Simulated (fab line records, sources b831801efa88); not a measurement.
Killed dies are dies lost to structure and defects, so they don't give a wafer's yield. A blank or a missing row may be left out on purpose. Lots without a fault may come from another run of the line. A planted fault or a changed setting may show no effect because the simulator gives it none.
fab line records | flow sky130
record lots=7 wafers=21 last_day=50
route steps=708 shown POLY_GATE@218 PAD_OPEN@708
lots that met no fault: from a run of the same line without faults
start_h: hours from the record's first day to the start of the lot's first wafer shown | wait_h: hours since the lot's step before | " the same as in the row above | L1.1+2: a row that stands for several wafers | - no value, or no start given | * or withheld: withheld | < > ~ a bound
route shown NAME@n: a module of which the file shows steps, and the number in the route of the first | usual: mean/standard deviation of fault-free wafers | same: alike in all rows | chamber/n: place in a boat | sites: the reading at each site | _std_site: their standard deviation | _edge_site: outer sites' mean less inner sites' | radius_mm: how far each site lies from the wafer's centre | mask NAME#n: copy n | behind: the tool/chamber that last shaped the wafer | hold: why the lot was held/for how many hours/how that ended | device: the transistor (n, p or np) that didn't switch | end of line: the same wafers' tests at the end of the route | a step without rows: its recipe alone | killed: dies lost to structure and defects at the first sort, not the wafer's yield | map: a wafer's dies, x killed, . not, _ none there
set.NAME: the setting as run; set.NAME@STEP: as run at that earlier step | model.NAME: the simulator's own value behind a step, which no gauge read
lots at some steps of the route; a table a step, a row a wafer
services: from which hour (start_h, from the record's first day; less than 0 if before it) a tool's chamber was out of use, for how many hours, and why
## steps
# step SKY_POLY_GATE_THK_MEAS_04
# recipe reads=Si3N4_of_POLY_GATE_CVD_03
# usual POLY_GATE_CVD_03_THK=75.3/0.74
# columns lot.wafer tool chamber start_h wait_h POLY_GATE_CVD_03_THK[nm]
L852.1 film_metro-04 - 348.98 0.0 74.2
L852.5 " - " " 74.7
L852.6 " - " " 75.0
L863.1 film_metro-04 - 432.36 0.0 74.6
L863.5 " - " " 74.3
L863.6 " - " " 74.7
L870.2 film_metro-03 - 498.03 0.0 75.5
L870.4 " - " " 76.3
L870.6 " - " " 75.4
L871.2 film_metro-04 - 520.51 0.0 75.1
L871.3 " - " " 75.4
L871.4 " - " " 75.7
L872.1 film_metro-02 - 522.70 0.0 74.7
L872.3 " - " " 75.4
L872.4 " - " " 75.2
L873.1 film_metro-03 - 524.06 0.0 76.3
L873.5 " - " " 76.4
L873.6 " - " " 76.4
L875.2 film_metro-04 - 554.56 0.0 74.9
L875.4 " - " " 75.0
L875.6 " - " " 74.5
# step SKY_POLY_GATE_DEHYDRATE_05
# recipe temp_c=200 time_s=60
# step SKY_POLY_GATE_HMDS_06
# recipe prime_time_s=60 prime_temp_c=120
# step SKY_POLY_GATE_COAT_07
# recipe resist=BARC temp_c=withheld time_s=withheld spin_rpm=3000 resist_thk_nm=110
# step SKY_POLY_GATE_COAT_08
# recipe resist=KrF-thick spin_rpm=3000 resist_thk_nm=450
# step SKY_POLY_GATE_SOFTBAKE_09
# recipe temp_c=100 time_s=90 resist=KrF-thick
# step SKY_POLY_GATE_EXPOSE_10
# recipe mask_id=P1M na=0.68 source_shape=conventional sigma_outer=0.6 target_cd_nm=150 dose_mj=28
# step SKY_POLY_GATE_PEB_11
# recipe peb_temp_c=withheld peb_time_s=withheld resist=KrF-thick
# step SKY_POLY_GATE_DEVELOP_12
# recipe develop_time_s=60 resist=KrF-thick dev_temp_c=21
# step SKY_POLY_GATE_CD_MEAS_13
# recipe target_cd_nm=150
# usual cd_nm=150.4/1.6
# columns lot.wafer tool chamber start_h wait_h cd_nm
L852.1 cd_sem-01 - 376.44 - 149.4
L852.5 " - " " 149.7
L852.6 " - " " 151.1
L863.1 cd_sem-02 - 463.87 - 150.4
L863.5 " - " " 151.2
L863.6 " - " " 149.0
L870.2 cd_sem-01 - 528.89 - 147.4
L870.4 " - " " 146.6
L870.6 " - " " 147.6
L871.2 cd_sem-02 - 551.44 - 149.7
L871.3 " - " " 149.6
L871.4 " - " " 149.6
L872.1 cd_sem-01 - 553.13 - 148.0
L872.3 " - " " 148.0
L872.4 " - " " 148.7
L873.1 cd_sem-02 - 554.98 - 149.9
L873.5 " - " " 150.4
L873.6 " - " " 151.1
L875.2 cd_sem-02 - 583.91 - 149.1
L875.4 " - " " 150.4
L875.6 " - " " 149.9
# step SKY_POLY_GATE_OVL_MEAS_14
# usual POLY_GATE_OVL=1/5.3
# columns lot.wafer tool chamber start_h wait_h POLY_GATE_OVL[nm]
L852.1 overlay-02 - 376.56 0.1 6
L852.5 " - " " 4
L852.6 " - " " 7
L863.1 overlay-02 - 463.99 0.1 15
L863.5 " - " " 9
L863.6 " - " " 6
L870.2 overlay-02 - 529.00 0.1 -5
L870.4 " - " " -6
L870.6 " - " " -4
L871.2 overlay-01 - 551.54 0.1 4
L871.3 " - " " 1
L871.4 " - " " 4
L872.1 overlay-01 - 553.25 0.1 3
L872.3 " - " " 1
L872.4 " - " " 2
L873.1 overlay-02 - 555.10 0.1 2
L873.5 " - " " 4
L873.6 " - " " 2
L875.2 overlay-01 - 584.01 0.1 -7
L875.4 " - " " 5
L875.6 " - " " 0
# step SKY_POLY_GATE_ETCH_15
# recipe chemistry=N2/H2 target=BARC ion_energy_ev=200 source_w=500 bias_w=100 pressure_mtorr=30 n2_flow_sccm=100 h2_flow_sccm=200 stop_on=SiO2 time_s=118.5 target_depth_a=1100
# usual drypump_motor_current_A=5.7/0.48 n2_flow_sccm=99.98/0.29 oes_product_au=0.716/0.0045 throttle_valve_pct=13.212/0.0093
# columns lot.wafer tool chamber start_h wait_h drypump_motor_current_A n2_flow_sccm oes_product_au rf_hours_counter_h throttle_valve_pct
L852.1 rie_diel-01 0 376.59 0.0 5.5 99.95 0.721 4 13.216
L852.5 " 2 " " 5.9 99.12 0.714 - 13.217
L852.6 " 3 " " 5.2 100.18 0.712 - 13.215
L863.1 rie_diel-04 2 464.02 0.0 6.4 100.40 0.717 3 13.210
L863.5 " 2 " " 6.4 100.11 0.717 - 13.196
L863.6 " 3 " " 6.1 99.92 0.720 - 13.204
L870.2 rie_diel-01 2 529.03 0.0 5.8 100.35 0.716 11 13.199
L870.4 " 3 " " 5.3 99.73 0.721 80 13.240
L870.6 " 0 " " 5.4 100.52 0.718 - 13.206
L871.2 rie_diel-01 2 551.57 0.0 5.9 99.50 0.719 11 13.210
L871.3 " 0 " " 5.4 99.63 0.716 7 13.214
L871.4 " 2 " " 5.9 99.17 0.712 - 13.221
L872.1 rie_diel-02 0 553.29 0.0 5.9 100.12 0.724 14 13.199
L872.3 " 1 " " 6.2 100.21 0.718 29 13.192
L872.4 " 3 " " 4.8 99.50 0.715 1 13.229
L873.1 rie_diel-01 2 555.14 0.0 5.8 99.54 0.714 11 13.214
L873.5 " 0 " " 5.5 99.96 0.718 - 13.220
L873.6 " 1 " " 5.7 100.36 0.714 - 13.213
L875.2 rie_diel-04 3 584.04 0.0 6.1 100.09 0.716 3 13.213
L875.4 " 1 " " 6.3 100.21 0.720 5 13.214
L875.6 " 1 " " 6.3 100.17 0.715 - 13.218
# step SKY_POLY_GATE_ETCH_16
# recipe stop_on=poly-Si chemistry=CH3F/O2 target=Si3N4 source_w=400 bias_w=80 pressure_mtorr=25 ch3f_flow_sccm=40 O2_flow_sccm=30 time_s=147.5 target_depth_a=750
# usual drypump_motor_current_A=5.7/0.48 oes_product_au=0.642/0.0047 throttle_valve_pct=10.535/0.0081
# columns lot.wafer tool chamber start_h wait_h drypump_motor_current_A oes_product_au rf_hours_counter_h throttle_valve_pct model.KrF-thick_of_POLY_GATE_COAT_08.thk_nm
L852.1 rie_diel-01 0 376.68 0.0 5.4 0.635 4 10.541 231.5
L852.5 " 2 " " 5.9 0.637 - 10.534 238.5
L852.6 " 3 " " 5.3 0.647 - 10.549 239.5
L863.1 rie_diel-04 2 464.11 0.0 6.4 0.635 3 10.528 236
L863.5 " 2 " " 6.4 0.636 - 10.524 236.7
L863.6 " 3 " " 6.1 0.639 - 10.530 238.9
L870.2 rie_diel-01 2 529.11 0.0 5.8 0.643 11 10.537 258.2
L870.4 " 3 " " 5.3 0.641 80 10.534 258.1
L870.6 " 0 " " 5.4 0.644 - 10.531 253.7
L871.2 rie_diel-01 2 551.65 0.0 5.8 0.639 11 10.521 254.5
L871.3 " 0 " " 5.4 0.640 7 10.537 252.9
L871.4 " 2 " " 5.8 0.649 - 10.539 255.8
L872.1 rie_diel-02 0 553.37 0.0 5.9 0.643 14 10.552 231.6
L872.3 " 1 " " 6.1 0.637 29 10.533 231.5
L872.4 " 3 " " 4.8 0.643 1 10.537 234
L873.1 rie_diel-01 2 555.22 0.0 5.9 0.644 11 10.551 260.4
L873.5 " 0 " " 5.4 0.645 - 10.519 258
L873.6 " 1 " " 5.6 0.637 - 10.537 262.1
L875.2 rie_diel-04 3 584.12 0.0 6.1 0.646 3 10.537 243.7
L875.4 " 1 " " 6.3 0.641 5 10.525 235.1
L875.6 " 1 " " 6.3 0.641 - 10.515 236
# step SKY_POLY_GATE_ETCH_17
# recipe target_depth_nm=180 stop_on=SiO2 over_etch_frac=0.56667 chemistry=HBr/Cl2 target=poly-Si icp_w=400 bias_w=100 pressure_mtorr=10 HBr_flow_sccm=150 Cl2_flow_sccm=50 time_s=70.5
# usual drypump_motor_current_A=5.8/0.54 oes_product_au=0.987/0.0089 throttle_valve_pct=33.685/0.0094
# columns lot.wafer tool chamber start_h wait_h drypump_motor_current_A oes_product_au rf_hours_counter_h throttle_valve_pct model.KrF-thick_of_POLY_GATE_COAT_08.thk_nm
L852.1 rie_si-01 3 376.77 0.0 5.5 0.986 0 33.688 136.3
L852.5 " 0 " " 5.7 0.995 - 33.684 142.7
L852.6 " 1 " " 5.7 0.977 - 33.690 145
L863.1 rie_si-01 3 464.20 0.0 5.5 0.990 1 33.686 142.8
L863.5 " 2 " " 6.2 0.976 - 33.679 144.6
L863.6 " 0 " " 5.7 0.995 - 33.683 142.2
L870.2 rie_si-02 0 529.21 0.0 5.9 0.978 0 33.694 165.1
L870.4 " 1 " " 6.2 0.992 3 33.680 164
L870.6 " 0 " " 5.9 0.993 - 33.675 160.5
L871.2 rie_si-01 2 551.75 0.0 6.2 0.970 4 33.672 162.4
L871.3 " 0 " " 5.7 0.989 3 33.693 156.9
L871.4 " 1 " " 5.7 0.992 3 33.680 160.5
L872.1 rie_si-02 1 553.47 0.0 6.2 0.985 3 33.707 137.6
L872.3 " 3 " " 4.7 0.989 21 33.692 136.6
L872.4 " 0 " " 6.0 0.979 - 33.691 141
L873.1 rie_si-01 3 555.32 0.0 5.5 0.986 2 33.701 166.6
L873.5 " 1 " " 5.7 0.990 - 33.676 163.4
L873.6 " 0 " " 5.7 0.987 - 33.686 166.8
L875.2 rie_si-01 2 584.22 0.0 6.2 0.982 4 33.685 150.6
L875.4 " 1 " " 5.7 0.991 3 33.670 138.2
L875.6 " 0 " " 5.7 0.998 - 33.709 139.9
# step SKY_POLY_GATE_STRIP_18
# recipe chemistry=O2/N2 power_w=1400 pressure_mtorr=1500 platen_temp_c=withheld o2_flow_sccm=3000 n2_flow_sccm=300 overash_fraction=0.5
# usual drypump_motor_current_A=5.55/0.29 n2_flow_sccm=299.8/0.91 oes_product_au=0.361/0.0048 strip_time_to_endpoint_s=3.18/0.041
# columns lot.wafer tool chamber start_h wait_h drypump_motor_current_A n2_flow_sccm oes_product_au rf_hours_counter_h strip_time_to_endpoint_s
L852.1 plasma_asher-04 0 376.83 0.0 5.22 300.6 0.356 56 3.13
L852.5 " 1 " " 5.70 300.0 0.364 - 3.19
L852.6 " 0 " " 5.22 300.6 0.356 - 3.22
L863.1 plasma_asher-04 0 464.26 0.0 5.22 300.4 0.362 66 3.20
L863.5 " 0 " " 5.22 299.7 0.365 - 3.22
L863.6 " 1 " " 5.68 300.3 0.365 - 3.21
L870.2 plasma_asher-01 0 529.26 0.0 5.71 299.6 0.374 37 3.45
L870.4 " 1 " " 6.08 299.8 0.374 - 3.43
L870.6 " 0 " " 5.69 299.0 0.367 - 3.40
L871.2 plasma_asher-04 0 551.81 0.0 5.22 300.1 0.367 75 3.42
L871.3 " 0 " " 5.22 298.3 0.370 - 3.35
L871.4 " 1 " " 5.70 300.0 0.365 - 3.40
L872.1 plasma_asher-04 0 553.52 0.0 5.23 301.0 0.357 75 3.14
L872.3 " 1 " " 5.67 299.2 0.372 - 3.13
L872.4 " 0 " " 5.24 299.6 0.361 - 3.19
L873.1 plasma_asher-04 0 555.37 0.0 5.23 300.0 0.374 75 3.45
L873.5 " 0 " " 5.23 299.3 0.373 - 3.42
L873.6 " 1 " " 5.69 300.6 0.380 - 3.45
L875.2 plasma_asher-01 0 584.28 0.0 5.72 298.6 0.368 43 3.28
L875.4 " 0 " " 5.72 299.8 0.367 - 3.16
L875.6 " 0 " " 5.70 300.5 0.354 - 3.18
# step SKY_POLY_GATE_CLEAN_19
# recipe chemistry=SC1/SC2 mix=1:4:20 temp_c=70 time_s=150 dry=n2_spin
# step SKY_PAD_OPEN_PROBE_99
# usual killed_at_M0_to_M3=43/6.3 killed_at_M4_up=3.3/1.7 killed_at_contacts=24/5.4 killed_at_front_end=16/4.6 killed_at_other=0.4/0.7 killed_dies=87/9.4 killed_on_rim=17/3.9 killed_open=47/6.9 killed_short=39/6.1
# same gross_dies=492 killed_at_back_side=0
# columns lot.wafer tool chamber start_h wait_h killed_at_M0_to_M3 killed_at_M4_up killed_at_contacts killed_at_front_end killed_at_other killed_dies killed_on_rim killed_open killed_short
L852.1 prober-01 - 1083.65 0.1 44 4 21 15 0 84 20 50 34
L852.5 prober-01 - 1083.85 0.2 38 3 12 16 0 69 12 44 25
L852.6 prober-01 - 1083.90 0.2 49 8 22 21 0 100 15 51 49
L863.1 prober-01 - 1138.04 0.1 49 1 29 17 0 96 16 46 50
L863.5 prober-01 - 1138.24 0.2 40 3 34 14 1 92 18 51 40
L863.6 prober-01 - 1138.29 0.2 48 3 25 22 1 99 20 53 45
L870.2 prober-01 - 1176.37 0.1 36 4 25 12 0 77 17 50 27
L870.4 prober-01 - 1176.47 0.2 49 4 26 13 0 92 16 60 32
L870.6 prober-01 - 1176.57 0.2 38 2 25 14 0 79 14 45 34
L871.2 prober-02 - 1189.38 0.1 41 5 20 7 1 74 19 39 35
L871.3 prober-02 - 1189.43 0.2 41 1 19 14 0 75 13 34 41
L871.4 prober-02 - 1189.48 0.2 34 2 15 11 2 64 12 36 28
L872.1 prober-01 - 1190.95 0.1 48 5 27 21 1 102 18 52 50
L872.3 prober-01 - 1191.05 0.2 39 5 21 18 0 83 16 38 45
L872.4 prober-01 - 1191.10 0.2 59 1 32 16 0 108 29 56 52
L873.1 prober-02 - 1191.69 0.1 47 2 21 11 2 83 13 44 39
L873.5 prober-02 - 1191.89 0.2 42 2 34 16 0 94 26 52 42
L873.6 prober-02 - 1191.94 0.2 37 4 19 12 0 72 16 35 37
L875.2 prober-01 - 1204.03 0.1 49 2 18 6 0 75 7 43 32
L875.4 prober-01 - 1204.13 0.2 31 2 27 24 0 84 13 38 46
L875.6 prober-01 - 1204.23 0.2 37 5 27 13 0 82 20 42 39
# killed by level:class
L852.1 VIA1:geometric_particle:open=11 CONTACT:geometric_particle:open=8 VIA2:geometric_particle:open=8 VIA3:geometric_particle:open=6 METAL1:geometric_particle:short=6 FIELD_ISO:geometric_particle:short=5 FIELD_ISO:geometric_particle:open=5 VIA1:geometric_particle:short=4
L852.5 VIA1:geometric_particle:open=12 FIELD_ISO:geometric_particle:open=7 VIA2:geometric_particle:open=5 VIA3:geometric_particle:open=5 CONTACT:geometric_particle:short=4 CONTACT:geometric_particle:open=4 METAL1:geometric_particle:short=4 VIA3:geometric_particle:short=3
L852.6 VIA1:geometric_particle:open=13 FIELD_ISO:geometric_particle:short=8 FIELD_ISO:geometric_particle:open=7 LI_CONTACT:geometric_particle:short=7 METAL3:geometric_particle:short=6 VIA3:geometric_particle:open=6 CONTACT:geometric_particle:open=5 LI_CONTACT:geometric_particle:open=4
L863.1 CONTACT:geometric_particle:open=10 CONTACT:geometric_particle:short=9 METAL1:geometric_particle:short=8 VIA1:geometric_particle:open=8 LI_CONTACT:geometric_particle:open=7 METAL2:geometric_particle:short=7 VIA2:geometric_particle:open=7 VIA1:geometric_particle:short=6
L863.5 CONTACT:geometric_particle:open=15 VIA3:geometric_particle:open=9 LI_CONTACT:geometric_particle:open=7 VIA1:geometric_particle:open=6 METAL1:geometric_particle:short=6 CONTACT:geometric_particle:short=5 VIA1:geometric_particle:short=5 FIELD_ISO:geometric_particle:short=4
L863.6 VIA1:geometric_particle:open=10 CONTACT:geometric_particle:open=9 VIA3:geometric_particle:open=9 METAL1:geometric_particle:short=8 LI_CONTACT:geometric_particle:open=8 POLY_GATE:geometric_particle:open=6 FIELD_ISO:geometric_particle:short=5 POLY_GATE:geometric_particle:short=5
L870.2 VIA2:geometric_particle:open=10 VIA1:geometric_particle:open=9 CONTACT:geometric_particle:open=8 LI_CONTACT:geometric_particle:open=7 FIELD_ISO:geometric_particle:short=5 LOCAL_INTERCONNECT:geometric_particle:short=4 CONTACT:geometric_particle:short=4 VIA3:geometric_particle:open=4
L870.4 VIA3:geometric_particle:open=15 VIA1:geometric_particle:open=10 LI_CONTACT:geometric_particle:open=8 CONTACT:geometric_particle:open=8 VIA2:geometric_particle:short=6 VIA2:geometric_particle:open=6 LOCAL_INTERCONNECT:geometric_particle:short=5 FIELD_ISO:geometric_particle:open=4
L870.6 VIA1:geometric_particle:open=12 CONTACT:geometric_particle:open=10 CONTACT:geometric_particle:short=7 LI_CONTACT:geometric_particle:open=6 FIELD_ISO:geometric_particle:short=5 METAL1:geometric_particle:short=5 VIA3:geometric_particle:open=5 FIELD_ISO:geometric_particle:open=4
L871.2 VIA2:geometric_particle:open=10 VIA1:geometric_particle:open=8 METAL1:geometric_particle:short=6 LI_CONTACT:geometric_particle:short=4 LI_CONTACT:geometric_particle:open=4 LOCAL_INTERCONNECT:geometric_particle:short=4 CONTACT:geometric_particle:open=4 METAL2:geometric_particle:short=4
L871.3 VIA1:geometric_particle:open=11 CONTACT:geometric_particle:open=6 METAL3:geometric_particle:short=6 METAL1:geometric_particle:short=5 VIA1:geometric_particle:short=5 LI_CONTACT:geometric_particle:short=4 CONTACT:geometric_particle:short=4 METAL2:geometric_particle:short=4
L871.4 VIA1:geometric_particle:open=7 FIELD_ISO:geometric_particle:open=5 LI_CONTACT:geometric_particle:open=5 CONTACT:geometric_particle:open=5 VIA1:geometric_particle:short=5 METAL2:geometric_particle:short=5 VIA3:geometric_particle:open=4 METAL1:geometric_particle:short=4
L872.1 VIA1:geometric_particle:open=14 LI_CONTACT:geometric_particle:open=9 VIA2:geometric_particle:open=7 CONTACT:geometric_particle:open=7 METAL2:geometric_particle:short=6 FIELD_ISO:geometric_particle:open=5 LI_CONTACT:geometric_particle:short=5 VIA1:geometric_particle:short=5
L872.3 VIA1:geometric_particle:short=9 VIA1:geometric_particle:open=9 LI_CONTACT:geometric_particle:open=6 METAL2:geometric_particle:short=6 FIELD_ISO:geometric_particle:open=5 VIA2:geometric_particle:open=5 CONTACT:geometric_particle:short=4 CONTACT:geometric_particle:open=4
L872.4 VIA1:geometric_particle:open=15 CONTACT:geometric_particle:open=11 LI_CONTACT:geometric_particle:open=10 VIA1:geometric_particle:short=9 VIA2:geometric_particle:open=7 FIELD_ISO:geometric_particle:short=6 VIA2:geometric_particle:short=6 CONTACT:geometric_particle:short=6
L873.1 VIA1:geometric_particle:open=11 VIA2:geometric_particle:open=8 LI_CONTACT:geometric_particle:open=7 LOCAL_INTERCONNECT:geometric_particle:short=5 CONTACT:geometric_particle:open=5 METAL2:geometric_particle:short=4 METAL1:geometric_particle:short=4 METAL3:geometric_particle:short=4
L873.5 CONTACT:geometric_particle:open=14 VIA1:geometric_particle:open=8 VIA3:geometric_particle:open=7 LOCAL_INTERCONNECT:geometric_particle:short=7 VIA2:geometric_particle:open=6 METAL1:geometric_particle:short=5 LI_CONTACT:geometric_particle:short=5 LI_CONTACT:geometric_particle:open=5
L873.6 CONTACT:geometric_particle:open=7 METAL3:geometric_particle:short=5 CONTACT:geometric_particle:short=4 POLY_GATE:geometric_particle:open=4 METAL4:geometric_particle:short=4 LI_CONTACT:geometric_particle:open=4 VIA1:geometric_particle:short=4 VIA3:geometric_particle:open=4
L875.2 VIA1:geometric_particle:open=10 CONTACT:geometric_particle:open=8 VIA3:geometric_particle:open=8 METAL1:geometric_particle:short=8 METAL2:geometric_particle:short=7 METAL2:geometric_particle:open=5 VIA2:geometric_particle:open=5 LI_CONTACT:geometric_particle:open=4
L875.4 VIA3:geometric_particle:open=9 FIELD_ISO:geometric_particle:open=8 LI_CONTACT:geometric_particle:open=7 FIELD_ISO:geometric_particle:short=6 LOCAL_INTERCONNECT:geometric_particle:short=6 CONTACT:geometric_particle:short=6 POLY_GATE:geometric_particle:short=5 CONTACT:geometric_particle:open=5
L875.6 LI_CONTACT:geometric_particle:open=11 VIA3:geometric_particle:open=9 CONTACT:geometric_particle:open=7 CONTACT:geometric_particle:short=5 METAL1:geometric_particle:short=5 METAL2:geometric_particle:short=5 VIA2:geometric_particle:open=5 POLY_GATE:geometric_particle:short=4
## services
# columns tool chamber start_h hours kind
rie_si-01 3 352.89 1.9 repair
plasma_asher-01 - 354.10 7.1 repair
rie_si-02 1 362.24 7.2 repair
rie_diel-02 2 368.11 1.2 repair
rie_si-02 - 375.78 1.6 repair
rie_si-01 3 384.69 29.9 repair
rie_diel-02 - 387.20 2.8 pm
plasma_asher-01 - 408.23 14.6 pm
rie_diel-04 - 420.32 1.1 repair
rie_diel-01 3 421.47 6.2 repair
rie_si-01 1 429.62 75.3 repair
rie_diel-01 - 430.46 14.6 pm
rie_si-01 0 447.80 9.9 repair
rie_diel-02 0 464.22 7.0 repair
rie_si-01 3 470.88 1.1 repair
rie_si-01 - 473.62 0.2 repair
rie_diel-04 1 476.15 8.2 repair
rie_diel-04 1 499.72 6.6 repair
rie_diel-01 2 530.14 4.4 repair
rie_diel-01 0 533.18 7.6 repair
rie_diel-04 - 539.78 14.6 pm
rie_diel-01 3 542.83 28.9 repair
rie_diel-01 2 558.36 4.7 repair
rie_diel-01 - 565.45 2.8 pm
## key
first_sign step=SKY_POLY_GATE_STRIP_18 reading=strip_time_to_endpoint_s direction=up sigmas=5.9 usual=* struck=*
effect none on later readings
model_effect step=SKY_POLY_GATE_ETCH_16 value=KrF-thick_of_POLY_GATE_COAT_08.thk_nm without=236.7 struck=257.1
model_effect step=SKY_POLY_GATE_ETCH_17 value=KrF-thick_of_POLY_GATE_COAT_08.thk_nm without=142.5 struck=162.9
met_at SKY_POLY_GATE_ETCH_16
struck_wafers L870.2,L870.4,L870.6,L871.2,L871.3,L871.4,L873.1,L873.5,L873.6
tester_left_out L870,L871,L873
onset_between 376.68 529.11
also_fits SKY_POLY_GATE_ETCH_15:rie_diel-01
fault kind=process_parameter_drift tool=rie_diel-01 chamber=- onset_h=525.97 steps=SKY_POLY_GATE_ETCH_16 channel=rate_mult offset=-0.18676 shape=step end_h=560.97
# tester_left_out: of these lots the tester's yield and bins aren't shown, on N5 and GAA mostly nor the transistor test; their killed dies are dies lost to structure and defects alone, not to doping, threshold or leakage, so they don't give the yield
